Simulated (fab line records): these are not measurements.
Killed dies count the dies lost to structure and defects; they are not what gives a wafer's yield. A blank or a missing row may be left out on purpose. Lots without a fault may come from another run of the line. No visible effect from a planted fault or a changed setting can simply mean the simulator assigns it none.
fab line records + flow gf180mcu
record:
- lots: 12
- wafers: 34
- last-day: 34
route steps=602 shown V3@431 M4@462
lots that met no fault: taken from a fault-free run of the same line
start-h: start of the lot's first displayed wafer, in hours after the record's first day + wait-h: how many hours have passed since the lot's step before this one + " identical to the entry in the row above + L1.1+2: several wafers, shown together as one row + - value missing, or start not given + * or withheld: withheld + < > ~ a bound
route shown NAME@n: names a module that has steps shown in the file, with the first one's number in the route + usual: average and standard deviation across the fault-free wafers + same: alike in all rows + chamber/n: place in a boat + sites: per-site readings + _std_site: how widely they spread, as a standard deviation + _edge_site: outer sites' mean less inner sites' + radius-mm: how far each site lies from the wafer's centre + mask NAME#n: copy n + behind: tool/chamber where the wafer was last shaped + hold: why the lot went on hold/how many hours it stayed there/how the hold came to an end + device: names the non-switching transistor (n, p or np) + end of line: the tests these same wafers got at the end of their route + for a step that has no rows: nothing shown but its recipe + killed: not the wafer's yield, but the dies lost to structure and defects at the first sort + map: a wafer's dies, marking killed ones x, the rest . and places with no die _
set.NAME: the run value of the setting; set.NAME@STEP: its run value at that earlier step + model.NAME: the simulator's own value behind a step, which no gauge read
steps of the route over a sample of lots; a table a step, a row a wafer
services: the hour from which a tool's chamber was out of use, counted from the record's first day as start-h (under 0 if before that day), plus the number of hours and why
== steps ==
step: GF_V3_CVD_02
recipe:
- material: SiO2
- target-thk-nm: 850
- precursor: TEOS
- temp-c: 400
- time-s: 94.851
- rf-w: 600
usual:
- heater-power-w: 719/140
| lot.wafer | tool     | chamber | start-h | wait-h | heater-power-w |
|-----------|----------|---------|---------|--------|----------------|
| L931.2    | pecvd-01 | 0       | 483.56  | 0.0    | 447            |
| L931.3    | "        | 1       | "       | "      | 878            |
| L931.5    | "        | 1       | "       | "      | 927            |
| L932.2    | pecvd-01 | 2       | 492.12  | 0.0    | 595            |
| L932.3    | "        | 0       | "       | "      | 429            |
| L932.5    | "        | 1       | "       | "      | 735            |
| L933.3    | pecvd-02 | 0       | 513.62  | 0.0    | 808            |
| L933.4    | "        | 0       | "       | "      | 631            |
| L933.5    | "        | 2       | "       | "      | 742            |
| L939.4    | pecvd-02 | 1       | 557.78  | 0.1    | 845            |
| L939.5    | "        | 2       | "       | "      | 576            |
| L939.6    | "        | 0       | "       | "      | 641            |
| L940.5    | pecvd-03 | 0       | 564.74  | 0.0    | 428            |
| L940.6    | "        | 2       | "       | "      | 873            |
| L941.2    | pecvd-01 | 2       | 579.65  | 0.0    | 556            |
| L941.6    | "        | 1       | "       | "      | 744            |
| L949.2    | pecvd-02 | 1       | 632.69  | 0.0    | 948            |
| L949.3    | "        | 0       | "       | "      | 637            |
| L949.4    | "        | 0       | "       | "      | 690            |
| L950.2    | pecvd-02 | 1       | 641.20  | 0.0    | 819            |
| L950.3    | "        | 2       | "       | "      | 689            |
| L950.4    | "        | 1       | "       | "      | 873            |
| L951.2    | pecvd-02 | 0       | 646.43  | 0.0    | 741            |
| L951.3    | "        | 2       | "       | "      | 744            |
| L951.6    | "        | 1       | "       | "      | 745            |
| L952.1    | pecvd-02 | 1       | 656.12  | 0.1    | 928            |
| L952.5    | "        | 2       | "       | "      | 702            |
| L952.6    | "        | 1       | "       | "      | 751            |
| L953.1    | pecvd-02 | 0       | 664.11  | 0.1    | 755            |
| L953.4    | "        | 0       | "       | "      | 623            |
| L953.5    | "        | 2       | "       | "      | 619            |
| L954.1    | pecvd-01 | 2       | 665.08  | 0.1    | 686            |
| L954.5    | "        | 1       | "       | "      | 740            |
| L954.6    | "        | 0       | "       | "      | 432            |
step: GF_V3_THK_MEAS_03
recipe:
- reads: SiO2_of_V3_CVD_02
usual:
- V3_CVD_02_THK: 849/13
| lot.wafer | tool          | chamber | start-h | wait-h | V3_CVD_02_THK[nm] |
|-----------|---------------|---------|---------|--------|-------------------|
| L931.2    | film-metro-02 | -       | 483.64  | 0.0    | 837               |
| L931.3    | "             | -       | "       | "      | 839               |
| L931.5    | "             | -       | "       | "      | 855               |
| L932.2    | film-metro-01 | -       | 492.20  | 0.0    | 824               |
| L932.3    | "             | -       | "       | "      | 846               |
| L932.5    | "             | -       | "       | "      | 847               |
| L933.3    | film-metro-04 | -       | 513.70  | 0.1    | 838               |
| L933.4    | "             | -       | "       | "      | 859               |
| L933.5    | "             | -       | "       | "      | 838               |
| L939.4    | film-metro-04 | -       | 557.85  | 0.0    | 841               |
| L939.5    | "             | -       | "       | "      | 857               |
| L939.6    | "             | -       | "       | "      | 874               |
| L940.5    | film-metro-04 | -       | 564.81  | 0.0    | 884               |
| L940.6    | "             | -       | "       | "      | 866               |
| L941.2    | film-metro-01 | -       | 579.73  | 0.0    | 837               |
| L941.6    | "             | -       | "       | "      | 855               |
| L949.2    | film-metro-01 | -       | 632.77  | 0.0    | 838               |
| L949.3    | "             | -       | "       | "      | 844               |
| L949.4    | "             | -       | "       | "      | 853               |
| L950.2    | film-metro-01 | -       | 641.28  | 0.0    | 843               |
| L950.3    | "             | -       | "       | "      | 834               |
| L950.4    | "             | -       | "       | "      | 844               |
| L951.2    | film-metro-02 | -       | 646.51  | 0.0    | 849               |
| L951.3    | "             | -       | "       | "      | 833               |
| L951.6    | "             | -       | "       | "      | 842               |
| L952.1    | film-metro-01 | -       | 656.23  | 0.1    | 840               |
| L952.5    | "             | -       | "       | "      | 846               |
| L952.6    | "             | -       | "       | "      | 845               |
| L953.1    | film-metro-04 | -       | 664.22  | 0.1    | 841               |
| L953.4    | "             | -       | "       | "      | 846               |
| L953.5    | "             | -       | "       | "      | 840               |
| L954.1    | film-metro-04 | -       | 665.15  | 0.0    | 834               |
| L954.5    | "             | -       | "       | "      | 858               |
| L954.6    | "             | -       | "       | "      | 845               |
step: GF_V3_CVD_23
recipe:
- material: W
- target-thk-nm: 350
- time-s: 104.9
- temp-c: 400
- pressure-torr: 40
usual:
- heater-power-w: 837/59
| lot.wafer | tool     | chamber | start-h | wait-h | heater-power-w |
|-----------|----------|---------|---------|--------|----------------|
| L931.2    | cvd-w-01 | 1       | 507.82  | 0.0    | 822            |
| L931.3    | "        | 1       | "       | "      | 822            |
| L931.5    | "        | 1       | "       | "      | 816            |
| L932.2    | cvd-w-02 | 1       | 519.10  | 0.0    | 863            |
| L932.3    | "        | 1       | "       | "      | 870            |
| L932.5    | "        | 1       | "       | "      | 868            |
| L933.3    | cvd-w-01 | 1       | 537.93  | 0.1    | 830            |
| L933.4    | "        | 0       | "       | "      | 764            |
| L933.5    | "        | 1       | "       | "      | 847            |
| L939.4    | cvd-w-01 | 0       | 580.68  | 0.1    | 785            |
| L939.5    | "        | 1       | "       | "      | 838            |
| L939.6    | "        | 0       | "       | "      | 768            |
| L940.5    | cvd-w-01 | 1       | 587.66  | 0.1    | 838            |
| L940.6    | "        | 0       | "       | "      | 768            |
| L941.2    | cvd-w-01 | 0       | 602.83  | 0.0    | 756            |
| L941.6    | "        | 0       | "       | "      | 782            |
| L949.2    | cvd-w-02 | 0       | 653.56  | 0.0    | 955            |
| L949.3    | "        | 0       | "       | "      | 933            |
| L949.4    | "        | 1       | "       | "      | 857            |
| L950.2    | cvd-w-02 | 0       | 661.87  | 0.0    | 939            |
| L950.3    | "        | 1       | "       | "      | 875            |
| L950.4    | "        | 0       | "       | "      | 947            |
| L951.2    | cvd-w-02 | 1       | 667.12  | 0.0    | 878            |
| L951.3    | "        | 0       | "       | "      | 925            |
| L951.6    | "        | 0       | "       | "      | 944            |
| L952.1    | cvd-w-02 | 1       | 677.06  | 0.0    | 885            |
| L952.5    | "        | 1       | "       | "      | 878            |
| L952.6    | "        | 0       | "       | "      | 938            |
| L953.1    | cvd-w-02 | 1       | 684.75  | 0.0    | 878            |
| L953.4    | "        | 1       | "       | "      | 887            |
| L953.5    | "        | 0       | "       | "      | 901            |
| L954.1    | cvd-w-01 | 0       | 686.41  | 0.0    | 773            |
| L954.5    | "        | 1       | "       | "      | 844            |
| L954.6    | "        | 0       | "       | "      | 775            |
step: GF_V3_RS_MEAS_24
recipe:
- thk-meas-gauge: four-point-probe
- reads: W_of_V3_CVD_23+TiN_of_V3_SPUTTER_22+Ti_of_V3_SPUTTER_21
usual:
- V3_W_RS: 0.330/0.0036
| lot.wafer | tool          | chamber | start-h | wait-h | V3_W_RS[ohm/sq] |
|-----------|---------------|---------|---------|--------|-----------------|
| L931.2    | film-metro-02 | -       | 507.96  | 0.1    | 0.330           |
| L931.3    | "             | -       | "       | "      | 0.331           |
| L931.5    | "             | -       | "       | "      | 0.334           |
| L932.2    | film-metro-04 | -       | 519.23  | 0.1    | 0.333           |
| L932.3    | "             | -       | "       | "      | 0.336           |
| L932.5    | "             | -       | "       | "      | 0.331           |
| L933.3    | film-metro-04 | -       | 538.05  | 0.1    | 0.330           |
| L933.4    | "             | -       | "       | "      | 0.331           |
| L933.5    | "             | -       | "       | "      | 0.330           |
| L939.4    | film-metro-04 | -       | 580.82  | 0.1    | 0.328           |
| L939.5    | "             | -       | "       | "      | 0.231           |
| L939.6    | "             | -       | "       | "      | 0.331           |
| L940.5    | film-metro-04 | -       | 587.77  | 0.1    | 0.232           |
| L940.6    | "             | -       | "       | "      | 0.331           |
| L941.2    | film-metro-02 | -       | 602.96  | 0.1    | 0.230           |
| L941.6    | "             | -       | "       | "      | 0.332           |
| L949.2    | film-metro-02 | -       | 653.69  | 0.1    | 0.330           |
| L949.3    | "             | -       | "       | "      | 0.331           |
| L949.4    | "             | -       | "       | "      | 0.335           |
| L950.2    | film-metro-04 | -       | 662.00  | 0.1    | 0.328           |
| L950.3    | "             | -       | "       | "      | 0.336           |
| L950.4    | "             | -       | "       | "      | 0.332           |
| L951.2    | film-metro-04 | -       | 667.26  | 0.1    | 0.331           |
| L951.3    | "             | -       | "       | "      | 0.329           |
| L951.6    | "             | -       | "       | "      | 0.330           |
| L952.1    | film-metro-04 | -       | 677.18  | 0.1    | 0.329           |
| L952.5    | "             | -       | "       | "      | 0.333           |
| L952.6    | "             | -       | "       | "      | 0.330           |
| L953.1    | film-metro-01 | -       | 684.86  | 0.1    | 0.340           |
| L953.4    | "             | -       | "       | "      | 0.333           |
| L953.5    | "             | -       | "       | "      | 0.330           |
| L954.1    | film-metro-04 | -       | 686.53  | 0.1    | 0.331           |
| L954.5    | "             | -       | "       | "      | 0.326           |
| L954.6    | "             | -       | "       | "      | 0.333           |
step: GF_V3_THK_MEAS_25
recipe:
- thk-meas-gauge: xrf
- reads: W_of_V3_CVD_23
usual:
- V3_W_THK: 343/4.4
| lot.wafer | tool          | chamber | start-h | wait-h | V3_W_THK[nm] |
|-----------|---------------|---------|---------|--------|--------------|
| L931.2    | film-metro-02 | -       | 508.07  | 0.1    | 348          |
| L931.3    | "             | -       | "       | "      | 345          |
| L931.5    | "             | -       | "       | "      | 344          |
| L932.2    | film-metro-04 | -       | 519.34  | 0.1    | 335          |
| L932.3    | "             | -       | "       | "      | 332          |
| L932.5    | "             | -       | "       | "      | 337          |
| L933.3    | film-metro-04 | -       | 538.15  | 0.1    | 342          |
| L933.4    | "             | -       | "       | "      | 342          |
| L933.5    | "             | -       | "       | "      | 345          |
| L939.4    | film-metro-04 | -       | 580.91  | 0.1    | 344          |
| L939.5    | "             | -       | "       | "      | 484          |
| L939.6    | "             | -       | "       | "      | 339          |
| L940.5    | film-metro-04 | -       | 587.85  | 0.1    | 484          |
| L940.6    | "             | -       | "       | "      | 342          |
| L941.2    | film-metro-02 | -       | 603.07  | 0.1    | 500          |
| L941.6    | "             | -       | "       | "      | 344          |
| L949.2    | film-metro-02 | -       | 653.80  | 0.1    | 346          |
| L949.3    | "             | -       | "       | "      | 344          |
| L949.4    | "             | -       | "       | "      | 340          |
| L950.2    | film-metro-04 | -       | 662.11  | 0.1    | 349          |
| L950.3    | "             | -       | "       | "      | 339          |
| L950.4    | "             | -       | "       | "      | 344          |
| L951.2    | film-metro-04 | -       | 667.37  | 0.1    | 343          |
| L951.3    | "             | -       | "       | "      | 345          |
| L951.6    | "             | -       | "       | "      | 347          |
| L952.1    | film-metro-04 | -       | 677.30  | 0.1    | 338          |
| L952.5    | "             | -       | "       | "      | 338          |
| L952.6    | "             | -       | "       | "      | 341          |
| L953.1    | film-metro-01 | -       | 684.98  | 0.1    | 333          |
| L953.4    | "             | -       | "       | "      | 341          |
| L953.5    | "             | -       | "       | "      | 343          |
| L954.1    | film-metro-04 | -       | 686.65  | 0.1    | 338          |
| L954.5    | "             | -       | "       | "      | 344          |
| L954.6    | "             | -       | "       | "      | 338          |
step: GF_V3_CMP_26
recipe:
- stop-on: SiO2
- down-force-psi: 3.5
- platen-rpm: 60
- t-overpolish-s: 15
- target-thk-nm: 0
- pad-velocity-m-s: 0.94248
usual:
- motor-current-A: 10.9/1.3
- slurry-filter-dp-kPa: 13.49/0.14
- slurry-flow-ml-min: 150.1/0.44
- time-to-endpoint-s: 83/3.5
| lot.wafer | tool   | chamber | start-h | wait-h | motor-current-A | slurry-filter-dp-kPa | slurry-flow-ml-min | time-to-endpoint-s |
|-----------|--------|---------|---------|--------|-----------------|----------------------|--------------------|--------------------|
| L931.3    | cmp-01 | 1       | 508.12  | 0.0    | 13.3            | 13.36                | 150.0              | 80                 |
| L931.2    | "      | 0       | "       | "      | 10.4            | 13.47                | 150.6              | 85                 |
| L931.5    | "      | 1       | "       | "      | 13.9            | 13.63                | 150.1              | 79                 |
| L932.2    | cmp-01 | 3       | 519.39  | 0.0    | 11.0            | 13.27                | 150.0              | 83                 |
| L932.3    | "      | 0       | "       | "      | 10.5            | 13.35                | 149.0              | 84                 |
| L932.5    | "      | 3       | "       | "      | 10.3            | 13.61                | 150.0              | 86                 |
| L933.4    | cmp-02 | 0       | 538.19  | 0.0    | 11.3            | 13.64                | 150.1              | 79                 |
| L933.3    | "      | 3       | "       | "      | 12.4            | 13.59                | 149.9              | 79                 |
| L933.5    | "      | 1       | "       | "      | 9.5             | 13.49                | 149.9              | 81                 |
| L939.4    | cmp-02 | 1       | 581.09  | 0.2    | 9.2             | 13.42                | 150.1              | 80                 |
| L939.5    | "      | 2       | "       | "      | 10.8            | 13.55                | 149.9              | 115                |
| L939.6    | "      | 3       | "       | "      | 12.5            | 13.64                | 150.6              | 79                 |
| L940.6    | cmp-02 | 0       | 588.07  | 0.2    | 11.4            | 13.63                | 149.9              | 84                 |
| L940.5    | "      | 1       | "       | "      | 9.7             | 13.71                | 149.9              | 121                |
| L941.2    | cmp-01 | 3       | 603.12  | 0.0    | 10.4            | 13.49                | 150.4              | 126                |
| L941.6    | "      | 0       | "       | "      | 10.1            | 13.29                | 149.9              | 85                 |
| L949.3    | cmp-02 | 0       | 653.85  | 0.0    | 11.7            | 13.35                | 149.7              | 80                 |
| L949.4    | "      | 1       | "       | "      | 9.9             | 13.41                | 149.8              | 82                 |
| L949.2    | "      | 2       | "       | "      | 10.7            | 13.71                | 149.1              | 82                 |
| L950.3    | cmp-01 | 0       | 662.21  | 0.1    | 9.9             | 13.57                | 149.9              | 83                 |
| L950.2    | "      | 1       | "       | "      | 13.2            | 13.32                | 149.0              | 82                 |
| L950.4    | "      | 2       | "       | "      | 10.0            | 13.36                | 150.7              | 83                 |
| L951.3    | cmp-02 | 0       | 667.47  | 0.1    | 11.3            | 13.34                | 150.0              | 82                 |
| L951.2    | "      | 2       | "       | "      | 10.1            | 13.31                | 150.0              | 84                 |
| L951.6    | "      | 3       | "       | "      | 12.6            | 13.38                | 150.7              | 83                 |
| L952.1    | cmp-02 | 1       | 677.57  | 0.3    | 9.7             | 13.22                | 149.9              | 80                 |
| L952.6    | "      | 3       | "       | "      | 12.2            | 13.30                | 149.8              | 86                 |
| L952.5    | "      | 0       | "       | "      | 11.1            | 13.46                | 150.9              | 83                 |
| L953.4    | cmp-01 | 3       | 685.04  | 0.0    | 10.7            | 13.50                | 150.1              | 91                 |
| L953.1    | "      | 1       | "       | "      | 13.5            | 13.40                | 150.2              | 87                 |
| L953.5    | "      | 3       | "       | "      | 10.7            | 13.34                | 149.1              | 88                 |
| L954.1    | cmp-01 | 1       | 686.81  | 0.1    | 13.4            | 13.29                | 150.2              | 81                 |
| L954.6    | "      | 3       | "       | "      | 10.4            | 13.53                | 150.2              | 82                 |
| L954.5    | "      | 0       | "       | "      | 9.9             | 13.61                | 150.5              | 85                 |
step: GF_M4_THK_MEAS_06
recipe:
- thk-meas-gauge: xrf
- reads: AlCu_of_M4_SPUTTER_02
usual:
- M4_ALCU_THK: 459/5.9
| lot.wafer | tool          | chamber | start-h | wait-h | M4_ALCU_THK[nm] |
|-----------|---------------|---------|---------|--------|-----------------|
| L931.2    | film-metro-04 | -       | 508.77  | 0.1    | 461             |
| L931.3    | "             | -       | "       | "      | 455             |
| L931.5    | "             | -       | "       | "      | 460             |
| L932.2    | film-metro-04 | -       | 520.04  | 0.1    | 453             |
| L932.3    | "             | -       | "       | "      | 455             |
| L932.5    | "             | -       | "       | "      | 454             |
| L933.3    | film-metro-01 | -       | 538.85  | 0.1    | 469             |
| L933.4    | "             | -       | "       | "      | 467             |
| L933.5    | "             | -       | "       | "      | 471             |
| L939.4    | film-metro-03 | -       | 581.61  | 0.1    | 456             |
| L939.5    | "             | -       | "       | "      | 457             |
| L939.6    | "             | -       | "       | "      | 447             |
| L940.5    | film-metro-03 | -       | 588.56  | 0.1    | 462             |
| L940.6    | "             | -       | "       | "      | 457             |
| L941.2    | film-metro-04 | -       | 603.78  | 0.1    | 461             |
| L941.6    | "             | -       | "       | "      | 460             |
| L949.2    | film-metro-04 | -       | 654.50  | 0.1    | 461             |
| L949.3    | "             | -       | "       | "      | 452             |
| L949.4    | "             | -       | "       | "      | 450             |
| L950.2    | film-metro-01 | -       | 662.81  | 0.1    | 470             |
| L950.3    | "             | -       | "       | "      | 471             |
| L950.4    | "             | -       | "       | "      | 469             |
| L951.2    | film-metro-04 | -       | 668.07  | 0.1    | 459             |
| L951.3    | "             | -       | "       | "      | 455             |
| L951.6    | "             | -       | "       | "      | 462             |
| L952.1    | film-metro-04 | -       | 678.11  | 0.1    | 463             |
| L952.5    | "             | -       | "       | "      | 458             |
| L952.6    | "             | -       | "       | "      | 466             |
| L953.1    | film-metro-03 | -       | 685.68  | 0.1    | 457             |
| L953.4    | "             | -       | "       | "      | 450             |
| L953.5    | "             | -       | "       | "      | 442             |
| L954.1    | film-metro-01 | -       | 687.35  | 0.1    | 458             |
| L954.5    | "             | -       | "       | "      | 459             |
| L954.6    | "             | -       | "       | "      | 460             |
== services ==
| tool     | chamber | start-h | hours | kind   |
|----------|---------|---------|-------|--------|
| cmp-01   | -       | 460.47  | 3.2   | repair |
| cmp-01   | -       | 471.17  | 1.8   | repair |
| cvd-w-02 | -       | 488.66  | 28.1  | pm     |
| cmp-01   | -       | 489.64  | 4.3   | pm     |
| cmp-02   | -       | 490.02  | 2.8   | repair |
| cmp-02   | -       | 494.27  | 1.0   | repair |
| pecvd-03 | 1       | 494.81  | 6.2   | repair |
| cmp-02   | -       | 514.33  | 1.4   | repair |
| cmp-02   | -       | 522.62  | 3.6   | pm     |
| cvd-w-01 | 0       | 529.48  | 1.9   | repair |
| pecvd-03 | -       | 538.26  | 0.4   | repair |
| cmp-01   | -       | 557.04  | 1.3   | repair |
| cmp-01   | -       | 572.10  | 4.0   | pm     |
| pecvd-02 | 2       | 580.88  | 17.2  | repair |
| pecvd-02 | 0       | 584.56  | 5.8   | repair |
| pecvd-02 | -       | 591.12  | 14.0  | pm     |
| pecvd-02 | 1       | 602.53  | 6.1   | repair |
| pecvd-02 | -       | 606.00  | 1.4   | repair |
| pecvd-03 | 1       | 613.49  | 4.3   | repair |
| pecvd-01 | -       | 625.86  | 0.5   | repair |
| cvd-w-02 | -       | 641.28  | 6.9   | pm     |
| pecvd-02 | 0       | 649.96  | 12.7  | repair |
| pecvd-02 | 1       | 661.10  | 12.2  | repair |
| cmp-01   | -       | 681.57  | 2.3   | repair |
== key ==
first-sign:
- step: GF_V3_RS_MEAS_24
- reading: V3_W_RS
- direction: down
- sigmas: 28
- usual: 0.330
- struck: 0.231
effect:
- step: GF_V3_THK_MEAS_25
- reading: V3_W_THK
- direction: up
- sigmas: 34
- usual: 343
- struck: 489
effect:
- step: GF_V3_CMP_26
- reading: time-to-endpoint-s
- direction: up
- sigmas: 11
- usual: *
- struck: *
met-at GF_V3_CVD_23
struck-lots L939,L940,L941
struck-wafers L939.5,L940.5,L941.2
sort-left-out L940.5
not-acting-at GF_V3_CVD_02,GF_V3_THK_MEAS_03,GF_M4_THK_MEAS_06
onset-between 537.93 580.68
fault:
- kind: process-parameter-drift
- tool: cvd-w-01
- chamber: -
- onset-h: 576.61
- steps: GF_V3_CVD_23
- channel: target-thk-nm
- offset: 148.22
- shape: step
- end-h: 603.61
- scope: struck-wafers-only
- acts-in: these-recipes-only
- stated: 350
sort-left-out: the simulated sort isn't trusted on such a fault, so these wafers' sort isn't shown, and their yield isn't known
